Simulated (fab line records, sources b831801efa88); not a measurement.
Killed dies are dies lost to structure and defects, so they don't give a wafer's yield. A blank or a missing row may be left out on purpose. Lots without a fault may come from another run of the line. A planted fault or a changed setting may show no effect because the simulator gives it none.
fab line records | flow sky130
record lots=12 wafers=36 last_day=50
route steps=708 shown NWELL@78 VT_ADJUST_HVTR@138 VT_ADJUST_PCH@150 PAD_OPEN@708
lots that met no fault: from a run of the same line without faults
start_h: hours from the record's first day to the start of the lot's first wafer shown | wait_h: hours since the lot's step before | " the same as in the row above | L1.1+2: a row that stands for several wafers | - no value, or no start given | * or withheld: withheld | < > ~ a bound
route shown NAME@n: a module of which the file shows steps, and the number in the route of the first | usual: mean/standard deviation of fault-free wafers | same: alike in all rows | chamber/n: place in a boat | sites: the reading at each site | _std_site: their standard deviation | _edge_site: outer sites' mean less inner sites' | radius_mm: how far each site lies from the wafer's centre | mask NAME#n: copy n | behind: the tool/chamber that last shaped the wafer | hold: why the lot was held/for how many hours/how that ended | device: the transistor (n, p or np) that didn't switch | end of line: the same wafers' tests at the end of the route | a step without rows: its recipe alone | killed: dies lost to structure and defects at the first sort, not the wafer's yield | map: a wafer's dies, x killed, . not, _ none there
set.NAME: the setting as run; set.NAME@STEP: as run at that earlier step | model.NAME: the simulator's own value behind a step, which no gauge read
steps of the route over a sample of lots; a table a step, a row a wafer
services: from which hour (start_h, from the record's first day; less than 0 if before it) a tool's chamber was out of use, for how many hours, and why
## steps
# step SKY_NWELL_STRIP_25
# recipe chemistry=O2/N2 power_w=1400 pressure_mtorr=1500 platen_temp_c=withheld o2_flow_sccm=3000 n2_flow_sccm=300 overash_fraction=0.5
# usual drypump_motor_current_A=5.4/0.38 n2_flow_sccm=300.1/0.9 o2_flow_sccm=3000/9.7 oes_product_au=0.722/0.0047 strip_time_to_endpoint_s=36.97/0.096
# columns lot.wafer tool chamber start_h wait_h drypump_motor_current_A n2_flow_sccm o2_flow_sccm oes_product_au rf_hours_counter_h strip_time_to_endpoint_s
L677.2 plasma_asher-03 1 104.21 0.1 5.7 298.4 3007 0.714 43 37.17
L677.4 " 0 " " 4.9 299.5 2994 0.727 - 37.05
L677.5 " 0 " " 4.9 300.8 2998 0.719 - 37.05
L678.2 plasma_asher-03 0 111.44 0.1 4.9 301.1 3003 0.718 44 36.86
L678.4 " 0 " " 4.9 299.5 2993 0.721 - 36.83
L678.6 " 1 " " 5.7 301.5 3005 0.724 - 36.82
L680.2 plasma_asher-01 0 123.72 0.1 5.8 299.0 2995 0.719 0 37.16
L680.5 " 0 " " 5.8 301.2 3008 0.721 - 37.10
L680.6 " 1 " " 5.6 300.8 2983 0.720 - 37.18
L682.1 plasma_asher-01 1 133.89 0.1 5.6 301.7 3009 0.713 2 36.88
L682.2 " 0 " " 5.7 299.3 3003 0.714 2 36.95
L682.5 " 1 " " 5.6 299.7 3004 0.722 - 36.89
L684.2 plasma_asher-03 1 149.94 0.1 5.7 298.1 3005 0.721 48 36.87
L684.5 " 0 " " 4.9 300.1 2992 0.720 - 37.03
L684.6 " 1 " " 5.7 299.6 3014 0.723 - 36.95
L685.3 plasma_asher-03 1 152.13 0.1 5.6 300.1 2988 0.715 - 36.96
L685.4 " 0 " " 4.9 300.8 2996 0.727 - 36.92
L685.5 " 0 " " 4.9 301.2 3000 0.720 - 36.89
L687.3 plasma_asher-03 1 163.78 0.1 5.6 299.5 2998 0.724 - 36.83
L687.4 " 0 " " 4.9 299.3 2993 0.725 - 36.71
L687.5 " 1 " " 5.7 300.3 2986 0.725 - 36.83
L694.2 plasma_asher-03 1 206.57 0.1 5.7 302.2 3006 0.723 53 37.02
L694.4 " 1 " " 5.7 302.0 3005 0.720 - 36.95
L694.6 " 1 " " 5.7 301.3 3022 0.728 - 37.00
L695.1 plasma_asher-02 0 216.24 0.1 5.9 300.5 3014 0.725 53 36.94
L695.4 " 1 " " 5.0 301.2 2999 0.717 - 37.09
L695.5 " 0 " " 5.9 299.3 3004 0.724 - 37.00
L696.1 plasma_asher-01 1 218.59 0.1 5.6 299.3 3004 0.721 10 36.94
L696.3 " 1 " " 5.6 300.4 2991 0.730 - 36.86
L696.6 " 0 " " 5.7 301.5 3001 0.720 - 36.88
L697.2 plasma_asher-02 1 221.69 0.1 5.0 299.0 3000 0.721 53 36.97
L697.3 " 0 " " 5.9 300.0 2998 0.724 - 36.99
L697.5 " 0 " " 5.8 299.8 3012 0.729 - 36.95
L700.1 plasma_asher-02 0 252.74 0.1 5.9 300.2 2988 0.719 56 36.92
L700.4 " 0 " " 5.9 299.9 2983 0.718 - 36.93
L700.6 " 0 " " 5.9 300.8 2979 0.723 - 36.85
# step SKY_VT_ADJUST_HVTR_CD_MEAS_07
# recipe target_cd_nm=380
# usual cd_nm=380.2/2
# columns lot.wafer tool chamber start_h wait_h cd_nm
L677.2 cd_sem-02 - 202.63 0.1 380.3
L677.4 " - " " 379.0
L677.5 " - " " 378.3
L678.2 cd_sem-01 - 212.43 0.1 381.2
L678.4 " - " " 383.5
L678.6 " - " " 383.6
L680.2 cd_sem-02 - 226.85 0.1 377.4
L680.5 " - " " 378.5
L680.6 " - " " 377.2
L682.1 cd_sem-01 - 241.51 0.1 379.4
L682.2 " - " " 380.8
L682.5 " - " " 380.7
L684.2 cd_sem-01 - 260.50 0.1 382.8
L684.5 " - " " 382.2
L684.6 " - " " 381.4
L685.3 cd_sem-01 - 263.50 0.1 380.6
L685.4 " - " " 381.2
L685.5 " - " " 381.1
L687.3 cd_sem-02 - 277.72 0.1 378.9
L687.4 " - " " 381.9
L687.5 " - " " 380.8
L694.2 cd_sem-01 - 329.02 0.1 380.1
L694.4 " - " " 381.5
L694.6 " - " " 378.6
L695.1 cd_sem-01 - 341.00 0.1 380.1
L695.4 " - " " 381.6
L695.5 " - " " 380.4
L696.1 cd_sem-01 - 345.23 0.1 379.9
L696.3 " - " " 378.7
L696.6 " - " " 382.2
L697.2 cd_sem-01 - 348.57 0.1 381.7
L697.3 " - " " 382.8
L697.5 " - " " 383.5
L700.1 cd_sem-02 - 386.78 0.1 380.1
L700.4 " - " " 380.4
L700.6 " - " " 380.6
# step SKY_VT_ADJUST_HVTR_IMPLANT_09
# recipe species=B energy_kev=10 dose_cm2=2.1e+12 tilt_deg=withheld
# usual beam_energy_keV=10.000/0.0032 beam_on_s=10.01/0.22 faraday_current_uA=11.84/0.27
# columns lot.wafer tool chamber start_h wait_h beam_energy_keV beam_on_s faraday_current_uA
L677.2 implanter-02 0 202.79 0.0 9.997 9.96 11.89
L677.4 " 0 " " 10.000 9.90 11.91
L677.5 " 0 " " 9.992 9.97 11.90
L678.2 implanter-04 0 212.59 0.0 9.998 10.44 11.35
L678.4 " 0 " " 10.002 9.96 11.88
L678.6 " 0 " " 10.001 9.85 12.04
L680.2 implanter-03 0 227.01 0.0 9.999 10.24 11.60
L680.5 " 0 " " 10.004 10.20 11.58
L680.6 " 0 " " 10.005 10.20 11.59
L682.1 implanter-04 0 241.66 0.0 9.998 9.73 12.13
L682.2 " 0 " " 10.005 9.68 12.20
L682.5 " 0 " " 10.003 9.57 12.35
L684.2 implanter-02 0 260.66 0.0 10.004 9.83 12.11
L684.5 " 0 " " 10.002 9.88 11.97
L684.6 " 0 " " 10.000 10.29 11.53
L685.3 implanter-03 0 263.66 0.1 9.999 10.06 11.77
L685.4 " 0 " " 9.999 10.05 11.76
L685.5 " 0 " " 9.997 9.94 11.93
L687.3 implanter-04 0 277.89 0.1 10.002 10.12 11.74
L687.4 " 0 " " 9.999 9.64 12.25
L687.5 " 0 " " 9.999 9.90 11.91
L694.2 implanter-04 0 329.19 0.0 9.999 8.47 13.98
L694.4 " 0 " " 9.995 8.34 14.24
L694.6 " 0 " " 9.998 8.38 14.07
L695.1 implanter-03 0 341.16 0.0 10.001 10.03 11.81
L695.4 " 0 " " 10.003 10.14 11.70
L695.5 " 0 " " 9.998 10.12 11.74
L696.1 implanter-02 0 345.39 0.0 9.998 9.96 11.94
L696.3 " 0 " " 9.999 10.24 11.58
L696.6 " 0 " " 10.000 10.38 11.46
L697.2 implanter-04 0 348.74 0.0 10.002 8.56 13.84
L697.3 " 0 " " 9.999 8.45 14.00
L697.5 " 0 " " 10.002 8.17 14.54
L700.1 implanter-03 0 386.94 0.0 10.000 9.81 12.07
L700.4 " 0 " " 9.999 10.21 11.63
L700.6 " 0 " " 9.996 10.18 11.66
# step SKY_VT_ADJUST_HVTR_TW_MEAS_11
# usual VT_ADJUST_HVTR_TW=212.3/1.1
# columns lot.wafer tool chamber start_h wait_h VT_ADJUST_HVTR_TW
L677.2 film_metro-04 - 203.02 0.1 214.1
L677.4 " - " " 211.9
L677.5 " - " " 213.3
L678.2 film_metro-02 - 212.82 0.1 212.8
L678.4 " - " " 214.6
L678.6 " - " " 213.8
L680.2 film_metro-04 - 227.25 0.1 213.7
L680.5 " - " " 212.2
L680.6 " - " " 213.1
L682.1 film_metro-04 - 241.91 0.1 211.5
L682.2 " - " " 211.1
L682.5 " - " " 212.8
L684.2 film_metro-01 - 260.90 0.1 210.9
L684.5 " - " " 212.4
L684.6 " - " " 212.6
L685.3 film_metro-04 - 263.88 0.1 211.8
L685.4 " - " " 212.3
L685.5 " - " " 210.4
L687.3 film_metro-04 - 278.11 0.1 213.2
L687.4 " - " " 212.9
L687.5 " - " " 211.6
L694.2 film_metro-01 - 329.42 0.1 201.1
L694.4 " - " " 203.6
L694.6 " - " " 202.4
L695.1 film_metro-02 - 341.41 0.1 214.3
L695.4 " - " " 212.5
L695.5 " - " " 214.1
L696.1 film_metro-04 - 345.64 0.1 208.7
L696.3 " - " " 210.5
L696.6 " - " " 209.5
L697.2 film_metro-01 - 348.97 0.1 201.1
L697.3 " - " " 201.0
L697.5 " - " " 201.3
L700.1 film_metro-04 - 387.19 0.1 210.3
L700.4 " - " " 211.7
L700.6 " - " " 210.1
# step SKY_VT_ADJUST_PCH_OVL_MEAS_07
# usual VT_ADJUST_PCH_OVL=0.1/1.2
# columns lot.wafer tool chamber start_h wait_h VT_ADJUST_PCH_OVL[nm]
L677.2 overlay-01 - 224.76 - 0.5
L677.4 " - " " -0.9
L677.5 " - " " -0.5
L678.2 overlay-01 - 235.96 - -0.3
L678.4 " - " " -1.3
L678.6 " - " " -0.3
L680.2 overlay-02 - 251.31 - -0.3
L680.5 " - " " 0.6
L680.6 " - " " -0.8
L682.1 overlay-02 - 265.86 - 1.6
L682.2 " - " " 1.5
L682.5 " - " " 1.2
L684.2 overlay-01 - 285.21 - 0.1
L684.5 " - " " 0.0
L684.6 " - " " 1.5
L685.3 overlay-01 - 288.07 - 0.4
L685.4 " - " " 1.0
L685.5 " - " " 3.6
L687.3 overlay-01 - 303.72 - 0.2
L687.4 " - " " 0.8
L687.5 " - " " 0.2
L694.2 overlay-01 - 356.32 - 0.9
L694.4 " - " " 1.1
L694.6 " - " " 0.2
L695.1 overlay-02 - 369.81 - -1.6
L695.4 " - " " -2.4
L695.5 " - " " -0.2
L696.1 overlay-01 - 373.86 - -1.3
L696.3 " - " " -0.3
L696.6 " - " " -0.4
L697.2 overlay-01 - 376.91 - 0.7
L697.3 " - " " 1.4
L697.5 " - " " -1.2
L700.1 overlay-01 - 417.16 - 0.2
L700.4 " - " " 0.5
L700.6 " - " " -0.3
# step SKY_PAD_OPEN_PROBE_99
# usual killed_at_M0_to_M3=43/7.2 killed_at_M4_up=3.0/2 killed_at_contacts=24/5.5 killed_at_front_end=15/4.2 killed_at_other=0.3/0.51 killed_dies=85/10 killed_open=46/7.3 killed_short=38/6.4
# same gross_dies=492 killed_at_back_side=0
# columns lot.wafer tool chamber start_h wait_h killed_at_M0_to_M3 killed_at_M4_up killed_at_contacts killed_at_front_end killed_at_other killed_dies killed_open killed_short
L677.2 prober-02 - 1076.23 0.1 50 2 18 13 2 85 47 38
L677.4 prober-02 - 1076.33 0.2 40 2 29 16 1 88 39 49
L677.5 prober-02 - 1076.38 0.2 61 2 28 8 2 101 61 40
L678.2 prober-01 - 1090.73 0.1 41 3 34 11 1 90 45 45
L678.4 prober-01 - 1090.83 0.2 44 2 31 9 0 86 52 34
L678.6 prober-01 - 1090.93 0.2 48 5 29 7 0 89 45 44
L680.2 prober-01 - 1104.65 0.1 44 2 20 14 0 80 42 38
L680.5 prober-01 - 1104.80 0.2 48 2 15 12 0 77 48 29
L680.6 prober-01 - 1104.85 0.2 54 6 17 10 0 87 41 46
L682.1 prober-01 - 1114.84 0.1 47 4 35 25 0 111 55 56
L682.2 prober-01 - 1114.89 0.1 35 3 19 16 0 73 43 30
L682.5 prober-01 - 1115.04 0.2 47 4 21 19 0 91 42 49
L685.3 prober-01 - 1129.81 0.2 48 3 33 7 0 91 59 32
L685.4 prober-01 - 1129.86 0.2 35 4 35 12 0 86 40 46
L685.5 prober-01 - 1129.91 0.2 49 0 31 15 0 95 53 42
L684.2 prober-02 - 1130.72 0.1 41 4 22 10 0 77 35 42
L684.5 prober-02 - 1130.87 0.2 35 1 28 15 1 80 42 38
L684.6 prober-02 - 1130.92 0.2 40 2 21 12 0 75 50 25
L687.3 prober-01 - 1142.23 0.2 52 1 31 12 0 96 53 43
L687.4 prober-01 - 1142.28 0.2 56 3 19 14 0 92 59 33
L687.5 prober-01 - 1142.33 0.2 45 2 24 13 0 84 50 34
L694.2 prober-02 - 1178.98 0.1 50 1 13 14 1 79 41 38
L694.4 prober-02 - 1179.08 0.2 38 2 18 16 0 74 32 42
L694.6 prober-02 - 1179.18 0.2 41 5 21 11 0 78 44 34
L695.1 prober-01 - 1182.22 0.1 36 3 18 17 0 74 40 34
L695.4 prober-01 - 1182.37 0.2 46 3 22 14 0 85 43 42
L695.5 prober-01 - 1182.42 0.2 40 2 19 22 1 84 50 34
L696.1 prober-02 - 1184.72 0.1 39 2 24 17 0 82 54 28
L696.3 prober-02 - 1184.82 0.2 34 2 25 15 0 76 44 32
L696.6 prober-02 - 1184.97 0.2 37 2 19 18 0 76 43 33
L697.2 prober-01 - 1187.23 0.1 43 5 28 12 0 88 52 36
L697.3 prober-01 - 1187.28 0.2 36 1 28 12 0 77 42 35
L697.5 prober-01 - 1187.38 0.2 39 4 28 15 0 86 47 39
L700.1 prober-01 - 1210.98 0.1 46 1 23 14 1 85 47 38
L700.4 prober-01 - 1211.13 0.2 29 1 14 18 0 62 31 31
L700.6 prober-01 - 1211.23 0.2 47 2 15 13 0 77 43 34
# killed by level:class
L677.2 CONTACT:geometric_particle:open=10 METAL1:geometric_particle:short=7 VIA1:geometric_particle:open=7 VIA3:geometric_particle:open=7 VIA2:geometric_particle:open=6 VIA1:geometric_particle:short=6 VIA2:geometric_particle:short=6 LI_CONTACT:geometric_particle:open=5
L677.4 CONTACT:geometric_particle:open=12 VIA1:geometric_particle:short=10 METAL1:geometric_particle:short=8 LI_CONTACT:geometric_particle:open=7 LI_CONTACT:geometric_particle:short=6 FIELD_ISO:geometric_particle:short=5 FIELD_ISO:geometric_particle:open=4 VIA2:geometric_particle:open=4
L677.5 VIA1:geometric_particle:open=14 LI_CONTACT:geometric_particle:open=12 VIA3:geometric_particle:open=12 VIA3:geometric_particle:short=7 VIA1:geometric_particle:short=6 VIA2:geometric_particle:open=6 METAL3:geometric_particle:short=4 CONTACT:geometric_particle:short=4
L678.2 VIA3:geometric_particle:open=10 CONTACT:geometric_particle:open=9 CONTACT:geometric_particle:short=8 LI_CONTACT:geometric_particle:open=7 LOCAL_INTERCONNECT:geometric_particle:short=6 VIA1:geometric_particle:open=5 METAL1:geometric_particle:short=5 METAL2:geometric_particle:short=5
L678.4 CONTACT:geometric_particle:open=12 VIA3:geometric_particle:open=9 VIA2:geometric_particle:open=8 VIA1:geometric_particle:open=8 LI_CONTACT:geometric_particle:open=6 METAL2:geometric_particle:short=5 LI_CONTACT:geometric_particle:short=4 LOCAL_INTERCONNECT:geometric_particle:short=4
L678.6 VIA1:geometric_particle:open=17 CONTACT:geometric_particle:open=9 VIA1:geometric_particle:short=9 LI_CONTACT:geometric_particle:open=7 LOCAL_INTERCONNECT:geometric_particle:short=6 VIA3:geometric_particle:short=5 VIA2:geometric_particle:short=4 VIA2:geometric_particle:open=4
L680.2 VIA1:geometric_particle:open=9 METAL1:geometric_particle:short=8 CONTACT:geometric_particle:open=7 POLY_GATE:geometric_particle:short=6 METAL2:geometric_particle:short=6 POLY_GATE:geometric_particle:open=5 LI_CONTACT:geometric_particle:open=5 CONTACT:geometric_particle:short=5
L680.5 VIA1:geometric_particle:open=13 VIA2:geometric_particle:open=9 LI_CONTACT:geometric_particle:open=6 CONTACT:geometric_particle:open=6 VIA1:geometric_particle:short=5 METAL1:geometric_particle:short=5 METAL2:geometric_particle:short=5 VIA3:geometric_particle:open=5
L680.6 VIA1:geometric_particle:open=13 METAL1:geometric_particle:short=11 VIA2:geometric_particle:open=7 VIA3:geometric_particle:open=5 METAL2:geometric_particle:short=5 VIA3:geometric_particle:short=5 FIELD_ISO:geometric_particle:short=4 LI_CONTACT:geometric_particle:open=4
L682.1 FIELD_ISO:geometric_particle:short=11 CONTACT:geometric_particle:open=11 LI_CONTACT:geometric_particle:open=9 VIA3:geometric_particle:open=8 VIA2:geometric_particle:open=7 METAL1:geometric_particle:short=7 VIA1:geometric_particle:open=6 CONTACT:geometric_particle:short=6
L682.2 LI_CONTACT:geometric_particle:open=8 VIA1:geometric_particle:open=7 VIA3:geometric_particle:open=7 FIELD_ISO:geometric_particle:open=6 LOCAL_INTERCONNECT:geometric_particle:short=5 VIA1:geometric_particle:short=5 FIELD_ISO:geometric_particle:short=4 CONTACT:geometric_particle:open=4
L682.5 CONTACT:geometric_particle:open=9 METAL1:geometric_particle:short=9 VIA2:geometric_particle:open=8 VIA1:geometric_particle:open=7 FIELD_ISO:geometric_particle:short=6 METAL2:geometric_particle:short=5 VIA3:geometric_particle:open=5 VIA3:geometric_particle:short=5
L685.3 LI_CONTACT:geometric_particle:open=15 CONTACT:geometric_particle:open=12 VIA1:geometric_particle:open=10 METAL1:geometric_particle:short=9 VIA2:geometric_particle:open=8 VIA3:geometric_particle:open=7 METAL2:geometric_particle:short=5 POLY_GATE:geometric_particle:short=4
L685.4 VIA1:geometric_particle:open=10 CONTACT:geometric_particle:open=9 CONTACT:geometric_particle:short=8 LOCAL_INTERCONNECT:geometric_particle:short=8 LI_CONTACT:geometric_particle:open=6 METAL2:geometric_particle:short=6 VIA3:geometric_particle:open=5 METAL4:geometric_particle:short=4
L685.5 VIA1:geometric_particle:open=19 LI_CONTACT:geometric_particle:open=9 CONTACT:geometric_particle:open=9 METAL2:geometric_particle:short=7 VIA1:geometric_particle:short=6 METAL1:geometric_particle:short=5 CONTACT:geometric_particle:short=5 LOCAL_INTERCONNECT:geometric_particle:short=4
L684.2 CONTACT:geometric_particle:open=9 CONTACT:geometric_particle:short=7 VIA2:geometric_particle:short=7 VIA1:geometric_particle:short=6 VIA1:geometric_particle:open=6 METAL3:geometric_particle:short=4 VIA3:geometric_particle:open=4 VIA2:geometric_particle:open=4
L684.5 CONTACT:geometric_particle:open=10 CONTACT:geometric_particle:short=7 VIA3:geometric_particle:open=6 LI_CONTACT:geometric_particle:open=6 VIA2:geometric_particle:open=6 VIA1:geometric_particle:short=6 FIELD_ISO:geometric_particle:open=4 FIELD_ISO:geometric_particle:short=4
L684.6 CONTACT:geometric_particle:open=12 VIA1:geometric_particle:open=9 VIA3:geometric_particle:open=7 FIELD_ISO:geometric_particle:open=4 LI_CONTACT:geometric_particle:open=4 METAL1:geometric_particle:short=4 VIA1:geometric_particle:short=4 VIA2:geometric_particle:open=4
L687.3 VIA1:geometric_particle:open=17 LOCAL_INTERCONNECT:geometric_particle:short=12 CONTACT:geometric_particle:open=9 METAL1:geometric_particle:short=7 VIA3:geometric_particle:open=7 VIA1:geometric_particle:short=6 LI_CONTACT:geometric_particle:open=5 VIA2:geometric_particle:open=5
L687.4 VIA3:geometric_particle:open=14 VIA1:geometric_particle:open=13 FIELD_ISO:geometric_particle:open=8 CONTACT:geometric_particle:open=7 LI_CONTACT:geometric_particle:open=6 METAL2:geometric_particle:short=6 METAL1:geometric_particle:short=5 VIA1:geometric_particle:short=4
L687.5 CONTACT:geometric_particle:open=11 VIA1:geometric_particle:open=10 VIA2:geometric_particle:open=7 METAL1:geometric_particle:short=6 METAL2:geometric_particle:short=5 VIA3:geometric_particle:open=5 POLY_GATE:geometric_particle:open=4 LOCAL_INTERCONNECT:geometric_particle:short=4
L694.2 VIA1:geometric_particle:open=7 VIA3:geometric_particle:open=7 VIA1:geometric_particle:short=7 VIA2:geometric_particle:open=6 CONTACT:geometric_particle:open=6 METAL2:geometric_particle:short=6 METAL1:geometric_particle:short=6 FIELD_ISO:geometric_particle:open=5
L694.4 FIELD_ISO:geometric_particle:short=7 CONTACT:geometric_particle:short=6 CONTACT:geometric_particle:open=6 VIA3:geometric_particle:open=6 METAL2:geometric_particle:short=6 VIA1:geometric_particle:open=5 VIA2:geometric_particle:open=5 METAL1:geometric_particle:short=4
L694.6 VIA2:geometric_particle:open=13 CONTACT:geometric_particle:open=9 CONTACT:geometric_particle:short=7 VIA1:geometric_particle:open=5 METAL2:geometric_particle:short=5 VIA3:geometric_particle:open=5 FIELD_ISO:geometric_particle:short=4 METAL3:geometric_particle:short=4
L695.1 LI_CONTACT:geometric_particle:open=7 VIA3:geometric_particle:open=7 CONTACT:geometric_particle:open=6 FIELD_ISO:geometric_particle:open=5 METAL2:geometric_particle:short=5 VIA1:geometric_particle:open=5 VIA3:geometric_particle:short=5 FIELD_ISO:geometric_particle:short=4
L695.4 VIA1:geometric_particle:open=10 LI_CONTACT:geometric_particle:open=7 METAL2:geometric_particle:short=7 CONTACT:geometric_particle:open=6 VIA3:geometric_particle:open=6 METAL1:geometric_particle:short=5 VIA2:geometric_particle:short=4 FIELD_ISO:geometric_particle:open=3
L695.5 FIELD_ISO:geometric_particle:open=9 VIA3:geometric_particle:open=9 VIA1:geometric_particle:open=8 CONTACT:geometric_particle:open=7 LI_CONTACT:geometric_particle:open=6 METAL2:geometric_particle:short=6 VIA1:geometric_particle:short=5 VIA2:geometric_particle:open=5
L696.1 CONTACT:geometric_particle:open=11 VIA1:geometric_particle:open=11 POLY_GATE:geometric_particle:open=8 VIA2:geometric_particle:open=7 LI_CONTACT:geometric_particle:open=5 VIA3:geometric_particle:open=4 LOCAL_INTERCONNECT:geometric_particle:short=4 METAL2:geometric_particle:short=4
L696.3 CONTACT:geometric_particle:open=7 VIA1:geometric_particle:open=7 LI_CONTACT:geometric_particle:open=6 METAL1:geometric_particle:short=6 POLY_GATE:geometric_particle:open=5 VIA2:geometric_particle:open=5 POLY_GATE:geometric_particle:short=4 LI_CONTACT:geometric_particle:short=4
L696.6 CONTACT:geometric_particle:open=10 VIA1:geometric_particle:open=8 VIA2:geometric_particle:open=6 FIELD_ISO:geometric_particle:short=5 METAL2:geometric_particle:short=5 POLY_GATE:geometric_particle:short=4 POLY_GATE:geometric_particle:open=4 CONTACT:geometric_particle:short=4
L697.2 CONTACT:geometric_particle:open=10 LI_CONTACT:geometric_particle:open=9 VIA1:geometric_particle:open=8 VIA3:geometric_particle:open=7 CONTACT:geometric_particle:short=6 VIA2:geometric_particle:open=6 VIA3:geometric_particle:short=6 METAL2:geometric_particle:short=5
L697.3 CONTACT:geometric_particle:open=14 VIA1:geometric_particle:open=10 CONTACT:geometric_particle:short=6 VIA2:geometric_particle:open=6 LI_CONTACT:geometric_particle:short=4 VIA1:geometric_particle:short=4 FIELD_ISO:geometric_particle:short=3 FIELD_ISO:geometric_particle:open=3
L697.5 VIA3:geometric_particle:open=9 LI_CONTACT:geometric_particle:open=8 CONTACT:geometric_particle:short=8 CONTACT:geometric_particle:open=6 VIA2:geometric_particle:open=6 FIELD_ISO:geometric_particle:short=5 VIA1:geometric_particle:short=5 VIA1:geometric_particle:open=4
L700.1 VIA1:geometric_particle:open=10 POLY_GATE:geometric_particle:open=7 CONTACT:geometric_particle:open=7 LI_CONTACT:geometric_particle:open=6 METAL2:geometric_particle:short=6 VIA3:geometric_particle:open=6 LOCAL_INTERCONNECT:geometric_particle:short=5 VIA2:geometric_particle:open=5
L700.4 VIA1:geometric_particle:open=10 CONTACT:geometric_particle:open=7 METAL2:geometric_particle:short=6 VIA3:geometric_particle:open=5 POLY_GATE:geometric_particle:short=4 VIA2:geometric_particle:short=4 FIELD_ISO:geometric_particle:short=3 POLY_GATE:geometric_particle:open=3
L700.6 VIA1:geometric_particle:open=12 VIA2:geometric_particle:open=8 CONTACT:geometric_particle:open=7 VIA1:geometric_particle:short=6 CONTACT:geometric_particle:short=5 METAL2:geometric_particle:short=5 VIA3:geometric_particle:open=5 POLY_GATE:geometric_particle:open=4
## services
# columns tool chamber start_h hours kind
plasma_asher-01 - 82.22 0.8 repair
plasma_asher-01 - 89.06 1.5 repair
implanter-03 - 98.22 1.9 repair
plasma_asher-01 - 100.36 2.8 pm
plasma_asher-01 - 108.75 9.0 pm
implanter-02 - 110.73 1.2 repair
implanter-03 - 129.05 2.7 repair
implanter-03 - 168.81 16.5 pm
implanter-02 - 169.11 2.8 repair
implanter-04 - 184.35 4.5 pm
implanter-03 - 197.58 4.2 pm
implanter-04 - 201.16 3.9 repair
plasma_asher-03 - 217.29 0.4 repair
plasma_asher-03 - 221.42 2.7 pm
implanter-03 - 232.62 1.0 repair
plasma_asher-01 - 237.25 0.3 repair
implanter-03 - 243.02 2.5 repair
implanter-03 - 255.34 0.6 repair
plasma_asher-03 - 257.56 10.5 pm
plasma_asher-01 - 292.43 1.3 repair
implanter-03 - 307.63 4.4 pm
implanter-04 - 333.45 3.8 repair
implanter-04 - 337.28 3.2 pm
plasma_asher-03 - 358.85 5.9 repair
## key
first_sign step=SKY_VT_ADJUST_HVTR_IMPLANT_09 reading=faraday_current_uA direction=up sigmas=8.6 usual=11.84 struck=14.11
effect step=SKY_VT_ADJUST_HVTR_IMPLANT_09 reading=beam_on_s direction=down sigmas=7.2 usual=10.01 struck=8.39
effect step=SKY_VT_ADJUST_HVTR_TW_MEAS_11 reading=VT_ADJUST_HVTR_TW direction=down sigmas=9.4 usual=212.3 struck=201.7
met_at SKY_VT_ADJUST_HVTR_IMPLANT_09
struck_lots L694,L697
tester_left_out L694,L697
not_acting_at SKY_NWELL_STRIP_25,SKY_VT_ADJUST_HVTR_CD_MEAS_07,SKY_VT_ADJUST_PCH_OVL_MEAS_07
onset_between 277.89 329.19
fault kind=process_parameter_drift tool=implanter-04 chamber=- onset_h=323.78 steps=SKY_VT_ADJUST_HVTR_IMPLANT_09 channel=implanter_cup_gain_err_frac offset=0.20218 shape=step end_h=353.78
# tester_left_out: of these lots the tester's yield and bins aren't shown, on N5 and GAA mostly nor the transistor test; their killed dies are dies lost to structure and defects alone, not to doping, threshold or leakage, so they don't give the yield
